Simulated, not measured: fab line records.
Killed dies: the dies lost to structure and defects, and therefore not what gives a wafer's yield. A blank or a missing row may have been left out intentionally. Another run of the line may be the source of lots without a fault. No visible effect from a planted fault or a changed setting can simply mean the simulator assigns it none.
Which tool is to blame? :: flow sky130 :: 13 lots, 39 wafers sampled, at 4 steps of a route of 708

WHAT EACH GAUGE READ, for each wafer
SKY_CONTACT_RS_MEAS_25: a four-point-probe measurement.
lot: L288
measured: day 31 10:55
on: film metro-04
CONTACT_W_RS (ohm/sq): 0.336 0.329 0.335

lot: L289
measured: day 31 16:54
on: film metro-04
CONTACT_W_RS (ohm/sq): 0.342 0.340 0.341

lot: L290
measured: day 32 03:50
on: film metro-01
CONTACT_W_RS (ohm/sq): 0.335 0.340 0.335

lot: L291
measured: day 32 16:34
on: film metro-03
CONTACT_W_RS (ohm/sq): 0.343 0.337 0.338

lot: L293
measured: day 33 08:06
on: film metro-01
CONTACT_W_RS (ohm/sq): 0.332 0.326 0.334

lot: L294
measured: day 33 19:28
on: film metro-04
CONTACT_W_RS (ohm/sq): 0.342 0.338 0.340

lot: L297
measured: day 34 17:03
on: film metro-04
CONTACT_W_RS (ohm/sq): 0.330 0.339 0.328

lot: L299
measured: day 35 02:42
on: film metro-03
CONTACT_W_RS (ohm/sq): 0.340 0.331 0.339

lot: L304
measured: day 37 04:58
on: film metro-04
CONTACT_W_RS (ohm/sq): 0.338 0.337 0.330

lot: L305
measured: day 37 17:44
on: film metro-03
CONTACT_W_RS (ohm/sq): 0.337 0.333 0.328

lot: L306
measured: day 37 19:49
on: film metro-04
CONTACT_W_RS (ohm/sq): 0.337 0.335 0.334

lot: L309
measured: day 38 10:21
on: film metro-03
CONTACT_W_RS (ohm/sq): 0.345 0.345 0.347

lot: L310
measured: day 38 21:02
on: film metro-01
CONTACT_W_RS (ohm/sq): 0.333 0.338 0.334

WHAT TOOL EACH LOT RAN ON (gives the tool, then ch and the chambers of the sampled wafers, and finally the start)
lot: L288
SKY_CONTACT_ETCH_16: rie diel-03 ch 0,1,3, day 31 09:56
SKY_CONTACT_ETCH_17: rie diel-03 ch 0,1,3, day 31 09:58
SKY_CONTACT_CVD_24: cvd w-01 ch 0,1, day 31 10:48

lot: L289
SKY_CONTACT_ETCH_16: rie diel-01 ch 0,2,3, day 31 15:57
SKY_CONTACT_ETCH_17: rie diel-01 ch 0,2,3, day 31 15:59
SKY_CONTACT_CVD_24: cvd w-02 ch 0,1, day 31 16:46

lot: L290
SKY_CONTACT_ETCH_16: rie diel-02 ch 0,2,3, day 32 02:51
SKY_CONTACT_ETCH_17: rie diel-02 ch 0,2,3, day 32 02:53
SKY_CONTACT_CVD_24: cvd w-01 ch 0,1, day 32 03:43

lot: L291
SKY_CONTACT_ETCH_16: rie diel-01 ch 1,3, day 32 15:39
SKY_CONTACT_ETCH_17: rie diel-01 ch 1,3, day 32 15:42
SKY_CONTACT_CVD_24: cvd w-02 ch 0, day 32 16:26

lot: L293
SKY_CONTACT_ETCH_16: rie diel-03 ch 1,3, day 33 07:11
SKY_CONTACT_ETCH_17: rie diel-03 ch 1,3, day 33 07:13
SKY_CONTACT_CVD_24: cvd w-01 ch 0,1, day 33 07:58

lot: L294
SKY_CONTACT_ETCH_16: rie diel-02 ch 0,1,2, day 33 18:30
SKY_CONTACT_ETCH_17: rie diel-02 ch 0,1,2, day 33 18:32
SKY_CONTACT_CVD_24: cvd w-02 ch 0,1, day 33 19:20

lot: L297
SKY_CONTACT_ETCH_16: rie diel-03 ch 0,1, day 34 16:09
SKY_CONTACT_ETCH_17: rie diel-03 ch 0,1, day 34 16:12
SKY_CONTACT_CVD_24: cvd w-01 ch 0,1, day 34 16:56

lot: L299
SKY_CONTACT_ETCH_16: rie diel-02 ch 0,1, day 35 01:47
SKY_CONTACT_ETCH_17: rie diel-02 ch 0,1, day 35 01:49
SKY_CONTACT_CVD_24: cvd w-01 ch 0,1, day 35 02:34

lot: L304
SKY_CONTACT_ETCH_16: rie diel-02 ch 0,2,3, day 37 04:02
SKY_CONTACT_ETCH_17: rie diel-02 ch 0,2,3, day 37 04:04
SKY_CONTACT_CVD_24: cvd w-01 ch 0,1, day 37 04:51

lot: L305
SKY_CONTACT_ETCH_16: rie diel-02 ch 0,2, day 37 16:45
SKY_CONTACT_ETCH_17: rie diel-02 ch 0,2, day 37 16:47
SKY_CONTACT_CVD_24: cvd w-01 ch 1, day 37 17:36

lot: L306
SKY_CONTACT_ETCH_16: rie diel-03 ch 0,1, day 37 18:54
SKY_CONTACT_ETCH_17: rie diel-03 ch 0,1, day 37 18:57
SKY_CONTACT_CVD_24: cvd w-02 ch 1, day 37 19:41

lot: L309
SKY_CONTACT_ETCH_16: rie diel-01 ch 1,3, day 38 09:26
SKY_CONTACT_ETCH_17: rie diel-01 ch 1,3, day 38 09:28
SKY_CONTACT_CVD_24: cvd w-02 ch 0,1, day 38 10:13

lot: L310
SKY_CONTACT_ETCH_16: rie diel-01 ch 2,3, day 38 20:08
SKY_CONTACT_ETCH_17: rie diel-01 ch 2,3, day 38 20:10
SKY_CONTACT_CVD_24: cvd w-01 ch 0,1, day 38 20:55
- SKY_CONTACT_ETCH_16: etches BARC in N2/H2, stops on SiO2, time 45.9 s, target depth 60 nm.
- SKY_CONTACT_ETCH_17: etches SiO2 in C4F8/O2/Ar, stops on Si3N4, target depth 340 nm.
- SKY_CONTACT_CVD_24: deposits W, target thk 340 nm, time 102.12 s.

AS READ BY THE TOOLS THEMSELVES (means over the sampled wafers that have a number; for cases with no such wafer, the mark the record gives instead)
SKY_CONTACT_ETCH_16.
lot: L288
tool: rie diel-03
drypump motor current A (A): 5.9
oes product au (a.u.): 0.850
rf fwd power W (W): 494.7
throttle valve pct (%): 13.233

lot: L289
tool: rie diel-01
drypump motor current A (A): 6.0
oes product au (a.u.): 0.855
rf fwd power W (W): 492.9
throttle valve pct (%): 13.217

lot: L290
tool: rie diel-02
drypump motor current A (A): 5.4
oes product au (a.u.): 0.855
rf fwd power W (W): 494.3
throttle valve pct (%): 13.224

lot: L291
tool: rie diel-01
drypump motor current A (A): 6.4
oes product au (a.u.): 0.854
rf fwd power W (W): 495.2
throttle valve pct (%): 13.221

lot: L293
tool: rie diel-03
drypump motor current A (A): 5.8
oes product au (a.u.): 0.853
rf fwd power W (W): 494.9
throttle valve pct (%): 13.221

lot: L294
tool: rie diel-02
drypump motor current A (A): 5.5
oes product au (a.u.): 0.856
rf fwd power W (W): 494.2
throttle valve pct (%): 13.222

lot: L297
tool: rie diel-03
drypump motor current A (A): 6.0
oes product au (a.u.): 0.856
rf fwd power W (W): 496.2
throttle valve pct (%): 13.227

lot: L299
tool: rie diel-02
drypump motor current A (A): 5.6
oes product au (a.u.): 0.853
rf fwd power W (W): 496.1
throttle valve pct (%): 13.226

lot: L304
tool: rie diel-02
drypump motor current A (A): 5.4
oes product au (a.u.): 0.854
rf fwd power W (W): 494.0
throttle valve pct (%): 13.227

lot: L305
tool: rie diel-02
drypump motor current A (A): 5.3
oes product au (a.u.): 0.851
rf fwd power W (W): 495.4
throttle valve pct (%): 13.225

lot: L306
tool: rie diel-03
drypump motor current A (A): 6.0
oes product au (a.u.): 0.856
rf fwd power W (W): 497.7
throttle valve pct (%): 13.223

lot: L309
tool: rie diel-01
drypump motor current A (A): 6.4
oes product au (a.u.): 0.853
rf fwd power W (W): 494.5
throttle valve pct (%): 13.237

lot: L310
tool: rie diel-01
drypump motor current A (A): 5.8
oes product au (a.u.): 0.855
rf fwd power W (W): 493.0
throttle valve pct (%): 13.232

SKY_CONTACT_ETCH_17.
lot: L288
tool: rie diel-03
oes product au (a.u.): 0.890
rf fwd power W (W): 1491

lot: L289
tool: rie diel-01
oes product au (a.u.): 0.890
rf fwd power W (W): 1491

lot: L290
tool: rie diel-02
oes product au (a.u.): 0.893
rf fwd power W (W): 1485

lot: L291
tool: rie diel-01
oes product au (a.u.): 0.894
rf fwd power W (W): 1484

lot: L293
tool: rie diel-03
oes product au (a.u.): 0.889
rf fwd power W (W): 1483

lot: L294
tool: rie diel-02
oes product au (a.u.): 0.894
rf fwd power W (W): 1488

lot: L297
tool: rie diel-03
oes product au (a.u.): 0.893
rf fwd power W (W): 1490

lot: L299
tool: rie diel-02
oes product au (a.u.): 0.887
rf fwd power W (W): 1497

lot: L304
tool: rie diel-02
oes product au (a.u.): 0.894
rf fwd power W (W): 1241

lot: L305
tool: rie diel-02
oes product au (a.u.): 0.895
rf fwd power W (W): 1243

lot: L306
tool: rie diel-03
oes product au (a.u.): 0.892
rf fwd power W (W): 1491

lot: L309
tool: rie diel-01
oes product au (a.u.): 0.891
rf fwd power W (W): 1480

lot: L310
tool: rie diel-01
oes product au (a.u.): 0.895
rf fwd power W (W): 1484

SKY_CONTACT_CVD_24.
lot: L288
tool: cvd w-01
heater power w (W): 871

lot: L289
tool: cvd w-02
heater power w (W): 917

lot: L290
tool: cvd w-01
heater power w (W): 876

lot: L291
tool: cvd w-02
heater power w (W): 771

lot: L293
tool: cvd w-01
heater power w (W): 863

lot: L294
tool: cvd w-02
heater power w (W): 918

lot: L297
tool: cvd w-01
heater power w (W): 867

lot: L299
tool: cvd w-01
heater power w (W): 877

lot: L304
tool: cvd w-01
heater power w (W): 863

lot: L305
tool: cvd w-01
heater power w (W): 913

lot: L306
tool: cvd w-02
heater power w (W): 999

lot: L309
tool: cvd w-02
heater power w (W): 833

lot: L310
tool: cvd w-01
heater power w (W): 897

THE ANSWER, worked out from the rows above alone
Rule: the usual values come from the lots themselves. The widest of any qualifying gaps counts: lots, ordered by their means at a reading, are off when they make up no more than a third of the lots, leave a main group of 4 or more, and stand apart from it by 3 or more times the standard deviation of that group's means. Not used: any main group whose means are identical at the precision the tables above print for the reading. Also off: a lot with no number at a reading for which 4 or more lots have one. Any other lot the step has rows for is counted as sound. After the gauges, taken in route order, come the tools' own readings; for these a lot's mean is taken, as printed above. The first step at which some lot is off is used, and at that step the reading that is off furthest; a lot without a number counts as furthest.
Off: L304, L305 (SKY_CONTACT_ETCH_17, rf fwd power W). The main group: mean 1488 W, standard deviation 4.7.
A tool fits if, at that step or a process step before it, it ran every lot that is off, and no sound lot after the first of them. One fits: SKY_CONTACT_ETCH_16 and SKY_CONTACT_ETCH_17 on rie diel-02. At SKY_CONTACT_ETCH_16 its last sound lot is L299 (day 35 01:47), its first lot that is off L304 (day 37 04:02): a fault that began between those two fits.

WHAT THE SIMULATOR HAD INSERTED
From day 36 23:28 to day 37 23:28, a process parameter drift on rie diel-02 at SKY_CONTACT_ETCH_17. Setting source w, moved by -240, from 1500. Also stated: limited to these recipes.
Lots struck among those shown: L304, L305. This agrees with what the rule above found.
